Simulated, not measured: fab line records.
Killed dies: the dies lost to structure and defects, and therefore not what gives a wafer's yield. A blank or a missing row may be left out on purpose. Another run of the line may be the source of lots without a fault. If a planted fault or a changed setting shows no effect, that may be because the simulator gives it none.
fab line records + flow gf180mcu + part 2 of 2: steps 31 to 40 of 40
record
- lots=5
- wafers=15
- last-day=33
route steps=602 shown M4@474 V4@476 MIM@503
lots with no fault: from the same line, run without faults
start-h: start of the lot's first displayed wafer, in hours after the record's first day + wait-h: hours elapsed since this lot's preceding step + " repeats the value in the row above + L1.1+2: one row covering several wafers at once + - no value, or no start was given + * or withheld: withheld + < > ~ a bound
route shown NAME@n: names a module that has steps shown in the file, with the first one's number in the route + usual: mean/standard deviation taken from wafers without a fault + same: alike in all rows + chamber/n: place in a boat + sites: the reading at each site + _std_site: the standard deviation of these + _edge_site: outer sites' mean less inner sites' + radius-mm: for every site, how far away it sits from the centre of the wafer + mask NAME#n: copy n + behind: the last tool/chamber to shape the wafer + hold: why the lot went on hold/how many hours it stayed there/how the hold came to an end + device: which transistor (n, p or np) failed to switch + end of line: at the end of the route, the tests of the same wafers + step lacking rows: just its recipe + killed: not the wafer's yield, but the dies lost to structure and defects at the first sort + map: the dies of a wafer, with x for killed, . for not killed, _ for no die there
set.NAME: the setting that was run; set.NAME@STEP: the one run at that earlier step + model.NAME: the simulator's own value behind a step, which no gauge read
lots at some steps of the route; a table a step, a row a wafer
services: when a tool's chamber went out of use (start-h, in hours from the record's first day, below 0 if earlier), for how many hours, and the reason
## steps
# step GF_MIM_SPUTTER_01
# recipe
- material=TiN
- target-thk-nm=30
- power-w=6500
- time-s=25
- chamber-pressure-pa=0.4
# usual
- throttle-valve-pct=30.3/0.83
| lot.wafer | tool           | chamber | start-h | wait-h | throttle-valve-pct |
|-----------|----------------|---------|---------|--------|--------------------|
| L075.3    | pvd-sputter-03 | -       | 566.30  | 0.1    | 29.7               |
| L075.5    | "              | -       | "       | "      | 30.9               |
| L075.6    | "              | -       | "       | "      | 30.1               |
| L076.1    | pvd-sputter-03 | -       | 576.65  | 0.1    | 30.3               |
| L076.3    | "              | -       | "       | "      | 31.2               |
| L076.5    | "              | -       | "       | "      | 29.5               |
| L081.1    | pvd-sputter-03 | -       | 627.93  | 0.1    | 31.1               |
| L081.3    | "              | -       | "       | "      | 30.2               |
| L081.6    | "              | -       | "       | "      | 30.9               |
| L090.2    | pvd-sputter-03 | -       | 686.90  | 0.1    | 30.0               |
| L090.5    | "              | -       | "       | "      | 30.3               |
| L090.6    | "              | -       | "       | "      | 31.0               |
| L093.3    | pvd-sputter-03 | -       | 704.46  | 0.1    | 30.2               |
| L093.4    | "              | -       | "       | "      | 31.1               |
| L093.5    | "              | -       | "       | "      | 30.0               |
# step GF_MIM_SPUTTER_02
# recipe
- material=AlCu
- target-thk-nm=450
- power-w=10600
- time-s=23.9
- chamber-pressure-pa=0.4
# usual
- throttle-valve-pct=30.3/0.85
| lot.wafer | tool           | chamber | start-h | wait-h | throttle-valve-pct |
|-----------|----------------|---------|---------|--------|--------------------|
| L075.3    | pvd-sputter-03 | -       | 566.33  | 0.0    | 29.4               |
| L075.5    | "              | -       | "       | "      | 31.0               |
| L075.6    | "              | -       | "       | "      | 30.2               |
| L076.1    | pvd-sputter-03 | -       | 576.68  | 0.0    | 30.2               |
| L076.3    | "              | -       | "       | "      | 31.1               |
| L076.5    | "              | -       | "       | "      | 29.7               |
| L081.1    | pvd-sputter-03 | -       | 627.96  | 0.0    | 31.3               |
| L081.3    | "              | -       | "       | "      | 30.0               |
| L081.6    | "              | -       | "       | "      | 31.1               |
| L090.2    | pvd-sputter-03 | -       | 686.93  | 0.0    | 29.9               |
| L090.5    | "              | -       | "       | "      | 30.4               |
| L090.6    | "              | -       | "       | "      | 31.1               |
| L093.3    | pvd-sputter-03 | -       | 704.49  | 0.0    | 30.0               |
| L093.4    | "              | -       | "       | "      | 31.0               |
| L093.5    | "              | -       | "       | "      | 30.5               |
# step GF_MIM_SPUTTER_03
# recipe
- material=Ti
- target-thk-nm=10
- substrate-temp-c=300
- chamber-pressure-pa=0.3
- power-w=3000
- time-s=6.7
# usual
- throttle-valve-pct=30.3/0.83
| lot.wafer | tool           | chamber | start-h | wait-h | throttle-valve-pct |
|-----------|----------------|---------|---------|--------|--------------------|
| L075.3    | pvd-sputter-03 | -       | 566.36  | 0.0    | 29.5               |
| L075.5    | "              | -       | "       | "      | 31.1               |
| L075.6    | "              | -       | "       | "      | 30.2               |
| L076.1    | pvd-sputter-03 | -       | 576.71  | 0.0    | 30.3               |
| L076.3    | "              | -       | "       | "      | 31.0               |
| L076.5    | "              | -       | "       | "      | 29.5               |
| L081.1    | pvd-sputter-03 | -       | 627.99  | 0.0    | 31.0               |
| L081.3    | "              | -       | "       | "      | 30.2               |
| L081.6    | "              | -       | "       | "      | 31.0               |
| L090.2    | pvd-sputter-03 | -       | 686.96  | 0.0    | 30.0               |
| L090.5    | "              | -       | "       | "      | 30.1               |
| L090.6    | "              | -       | "       | "      | 31.0               |
| L093.3    | pvd-sputter-03 | -       | 704.52  | 0.0    | 30.0               |
| L093.4    | "              | -       | "       | "      | 31.2               |
| L093.5    | "              | -       | "       | "      | 30.1               |
# step GF_MIM_SPUTTER_04
# recipe
- material=TiN
- target-thk-nm=50
- power-w=6500
- time-s=41.7
- chamber-pressure-pa=0.4
# usual
- throttle-valve-pct=30.3/0.84
| lot.wafer | tool           | chamber | start-h | wait-h | throttle-valve-pct |
|-----------|----------------|---------|---------|--------|--------------------|
| L075.3    | pvd-sputter-03 | -       | 566.38  | 0.0    | 29.5               |
| L075.5    | "              | -       | "       | "      | 31.4               |
| L075.6    | "              | -       | "       | "      | 30.1               |
| L076.1    | pvd-sputter-03 | -       | 576.73  | 0.0    | 30.1               |
| L076.3    | "              | -       | "       | "      | 31.0               |
| L076.5    | "              | -       | "       | "      | 29.5               |
| L081.1    | pvd-sputter-03 | -       | 628.01  | 0.0    | 30.8               |
| L081.3    | "              | -       | "       | "      | 30.2               |
| L081.6    | "              | -       | "       | "      | 31.1               |
| L090.2    | pvd-sputter-03 | -       | 686.98  | 0.0    | 30.3               |
| L090.5    | "              | -       | "       | "      | 30.1               |
| L090.6    | "              | -       | "       | "      | 31.0               |
| L093.3    | pvd-sputter-03 | -       | 704.54  | 0.0    | 30.0               |
| L093.4    | "              | -       | "       | "      | 30.8               |
| L093.5    | "              | -       | "       | "      | 29.8               |
# step GF_MIM_CVD_05
# recipe
- material=Si3N4
- target-thk-nm=42
- temp-max-c=400
- temp-c=385
- time-s=29.086
- rf-w=450
# usual
- heater-power-w=574/110
| lot.wafer | tool     | chamber | start-h | wait-h | heater-power-w | since-wet-clean-h |
|-----------|----------|---------|---------|--------|----------------|-------------------|
| L075.3    | pecvd-01 | 2       | 566.42  | 0.0    | 649            | 392               |
| L075.5    | "        | 1       | "       | "      | 539            | -                 |
| L075.6    | "        | 2       | "       | "      | 634            | -                 |
| L076.1    | pecvd-04 | 2       | 576.77  | 0.0    | 644            | 819               |
| L076.3    | "        | 0       | "       | "      | 494            | 819               |
| L076.5    | "        | 0       | "       | "      | 489            | -                 |
| L081.1    | pecvd-04 | 0       | 628.05  | 0.0    | 392            | 23                |
| L081.3    | "        | 1       | "       | "      | 506            | 23                |
| L081.6    | "        | 0       | "       | "      | 389            | -                 |
| L090.2    | pecvd-04 | 1       | 687.02  | 0.0    | 440            | 82                |
| L090.5    | "        | 1       | "       | "      | 434            | -                 |
| L090.6    | "        | 2       | "       | "      | 558            | -                 |
| L093.3    | pecvd-04 | 2       | 704.58  | 0.0    | 562            | 99                |
| L093.4    | "        | 1       | "       | "      | 482            | -                 |
| L093.5    | "        | 2       | "       | "      | 562            | -                 |
# step GF_MIM_THK_MEAS_06
# recipe
- reads=Si3N4_of_MIM_CVD_05
# usual
- MIM_CVD_05_THK=41.8/0.66
| lot.wafer | tool          | chamber | start-h | wait-h | MIM_CVD_05_THK[nm] |
|-----------|---------------|---------|---------|--------|--------------------|
| L075.3    | film-metro-02 | -       | 566.47  | 0.0    | 42.2               |
| L075.5    | "             | -       | "       | "      | 42.7               |
| L075.6    | "             | -       | "       | "      | 42.9               |
| L076.1    | film-metro-02 | -       | 576.80  | 0.0    | 41.6               |
| L076.3    | "             | -       | "       | "      | 41.7               |
| L076.5    | "             | -       | "       | "      | 42.3               |
| L081.1    | film-metro-01 | -       | 628.09  | 0.0    | 40.9               |
| L081.3    | "             | -       | "       | "      | 41.4               |
| L081.6    | "             | -       | "       | "      | 40.8               |
| L090.2    | film-metro-02 | -       | 687.06  | 0.0    | 41.2               |
| L090.5    | "             | -       | "       | "      | 41.9               |
| L090.6    | "             | -       | "       | "      | 41.2               |
| L093.3    | film-metro-01 | -       | 704.63  | 0.0    | 40.6               |
| L093.4    | "             | -       | "       | "      | 42.2               |
| L093.5    | "             | -       | "       | "      | 41.2               |
# step GF_MIM_SPUTTER_07
# recipe
- material=TiN
- target-thk-nm=60
- power-w=6500
- time-s=50
- chamber-pressure-pa=0.4
# usual
- throttle-valve-pct=30.3/0.83
| lot.wafer | tool           | chamber | start-h | wait-h | throttle-valve-pct |
|-----------|----------------|---------|---------|--------|--------------------|
| L075.3    | pvd-sputter-04 | -       | 566.51  | 0.0    | 31.1               |
| L075.5    | "              | -       | "       | "      | 31.0               |
| L075.6    | "              | -       | "       | "      | 31.2               |
| L076.1    | pvd-sputter-04 | -       | 576.86  | 0.1    | 30.7               |
| L076.3    | "              | -       | "       | "      | 31.1               |
| L076.5    | "              | -       | "       | "      | 30.9               |
| L081.1    | pvd-sputter-04 | -       | 628.15  | 0.1    | 31.0               |
| L081.3    | "              | -       | "       | "      | 31.2               |
| L081.6    | "              | -       | "       | "      | 28.9               |
| L090.2    | pvd-sputter-01 | -       | 687.11  | 0.0    | 29.8               |
| L090.5    | "              | -       | "       | "      | 29.2               |
| L090.6    | "              | -       | "       | "      | 29.4               |
| L093.3    | pvd-sputter-01 | -       | 704.67  | 0.0    | 29.5               |
| L093.4    | "              | -       | "       | "      | 29.1               |
| L093.5    | "              | -       | "       | "      | 29.7               |
# step GF_MIM_SPUTTER_08
# recipe
- material=AlCu
- target-thk-nm=200
- power-w=10600
- time-s=10.86
- chamber-pressure-pa=0.4
# usual
- throttle-valve-pct=30.2/0.82
| lot.wafer | tool           | chamber | start-h | wait-h | throttle-valve-pct |
|-----------|----------------|---------|---------|--------|--------------------|
| L075.3    | pvd-sputter-04 | -       | 566.55  | 0.0    | 30.9               |
| L075.5    | "              | -       | "       | "      | 30.9               |
| L075.6    | "              | -       | "       | "      | 30.7               |
| L076.1    | pvd-sputter-04 | -       | 576.91  | 0.0    | 31.0               |
| L076.3    | "              | -       | "       | "      | 31.0               |
| L076.5    | "              | -       | "       | "      | 30.9               |
| L081.1    | pvd-sputter-04 | -       | 628.19  | 0.0    | 30.9               |
| L081.3    | "              | -       | "       | "      | 30.8               |
| L081.6    | "              | -       | "       | "      | 28.7               |
| L090.2    | pvd-sputter-01 | -       | 687.16  | 0.0    | 29.5               |
| L090.5    | "              | -       | "       | "      | 29.3               |
| L090.6    | "              | -       | "       | "      | 29.7               |
| L093.3    | pvd-sputter-01 | -       | 704.72  | 0.0    | 29.5               |
| L093.4    | "              | -       | "       | "      | 29.2               |
| L093.5    | "              | -       | "       | "      | 29.5               |
# step GF_MIM_SPUTTER_09
# recipe
- material=TiN
- target-thk-nm=35
- power-w=6500
- time-s=29.2
- chamber-pressure-pa=0.4
# usual
- throttle-valve-pct=30.2/0.85
| lot.wafer | tool           | chamber | start-h | wait-h | throttle-valve-pct |
|-----------|----------------|---------|---------|--------|--------------------|
| L075.3    | pvd-sputter-04 | -       | 566.58  | 0.0    | 31.1               |
| L075.5    | "              | -       | "       | "      | 30.9               |
| L075.6    | "              | -       | "       | "      | 31.1               |
| L076.1    | pvd-sputter-04 | -       | 576.93  | 0.0    | 31.2               |
| L076.3    | "              | -       | "       | "      | 30.6               |
| L076.5    | "              | -       | "       | "      | 31.0               |
| L081.1    | pvd-sputter-04 | -       | 628.21  | 0.0    | 31.1               |
| L081.3    | "              | -       | "       | "      | 30.8               |
| L081.6    | "              | -       | "       | "      | 28.6               |
| L090.2    | pvd-sputter-01 | -       | 687.18  | 0.0    | 29.6               |
| L090.5    | "              | -       | "       | "      | 29.3               |
| L090.6    | "              | -       | "       | "      | 29.5               |
| L093.3    | pvd-sputter-01 | -       | 704.74  | 0.0    | 29.8               |
| L093.4    | "              | -       | "       | "      | 29.1               |
| L093.5    | "              | -       | "       | "      | 29.8               |
# step GF_MIM_RS_MEAS_10
# recipe
- thk-meas-gauge=four-point-probe
- reads=TiN_of_MIM_SPUTTER_09+AlCu_of_MIM_SPUTTER_08+TiN_of_MIM_SPUTTER_07
# usual
- MIM_ALCU_RS=0.1560/0.0018
| lot.wafer | tool          | chamber | start-h | wait-h | MIM_ALCU_RS[ohm/sq] |
|-----------|---------------|---------|---------|--------|---------------------|
| L075.3    | film-metro-01 | -       | 566.65  | 0.1    | 0.1561              |
| L075.5    | "             | -       | "       | "      | 0.1557              |
| L075.6    | "             | -       | "       | "      | 0.1566              |
| L076.1    | film-metro-02 | -       | 576.96  | 0.0    | 0.1544              |
| L076.3    | "             | -       | "       | "      | 0.1560              |
| L076.5    | "             | -       | "       | "      | 0.1560              |
| L081.1    | film-metro-04 | -       | 628.42  | 0.2    | 0.1542              |
| L081.3    | "             | -       | "       | "      | 0.1550              |
| L081.6    | "             | -       | "       | "      | 0.1564              |
| L090.2    | film-metro-01 | -       | 687.23  | 0.0    | 0.1585              |
| L090.5    | "             | -       | "       | "      | 0.1543              |
| L090.6    | "             | -       | "       | "      | 0.1592              |
| L093.3    | film-metro-01 | -       | 704.81  | 0.1    | 0.1561              |
| L093.4    | "             | -       | "       | "      | 0.1533              |
| L093.5    | "             | -       | "       | "      | 0.1523              |
## services
| tool           | chamber | start-h | hours | kind   |
|----------------|---------|---------|-------|--------|
| pvd-sputter-02 | -       | 521.81  | 5.0   | repair |
| rie-diel-01    | 2       | 533.42  | 4.3   | repair |
| cmp-01         | -       | 534.21  | 2.7   | repair |
| cvd-w-01       | 1       | 536.96  | 5.5   | repair |
| cmp-01         | -       | 538.77  | 2.3   | repair |
| cmp-01         | -       | 542.53  | 2.7   | repair |
| rie-diel-01    | 3       | 551.10  | 6.7   | repair |
| cmp-01         | -       | 572.25  | 4.0   | pm     |
| pvd-sputter-02 | -       | 580.21  | 3.0   | repair |
| rie-diel-02    | 2       | 584.24  | 8.5   | repair |
| pecvd-04       | -       | 591.12  | 14.0  | pm     |
| pvd-sputter-02 | -       | 597.04  | 2.7   | repair |
| wet-bench-01   | -       | 598.13  | 2.8   | repair |
| pvd-sputter-04 | -       | 601.19  | 1.1   | repair |
| pecvd-04       | -       | 607.19  | 0.8   | repair |
| pvd-sputter-03 | -       | 617.45  | 0.5   | repair |
| hdpcvd-01      | -       | 634.13  | 30.5  | repair |
| cmp-01         | -       | 640.03  | 2.8   | repair |
| rie-diel-01    | 3       | 640.46  | 5.0   | repair |
| rie-diel-01    | 3       | 649.36  | 2.7   | repair |
| cmp-01         | -       | 668.38  | 4.9   | pm     |
| wet-bench-04   | -       | 682.20  | 1.6   | repair |
| hdpcvd-01      | -       | 699.76  | 0.8   | pm     |
| cmp-02         | -       | 700.98  | 0.5   | repair |
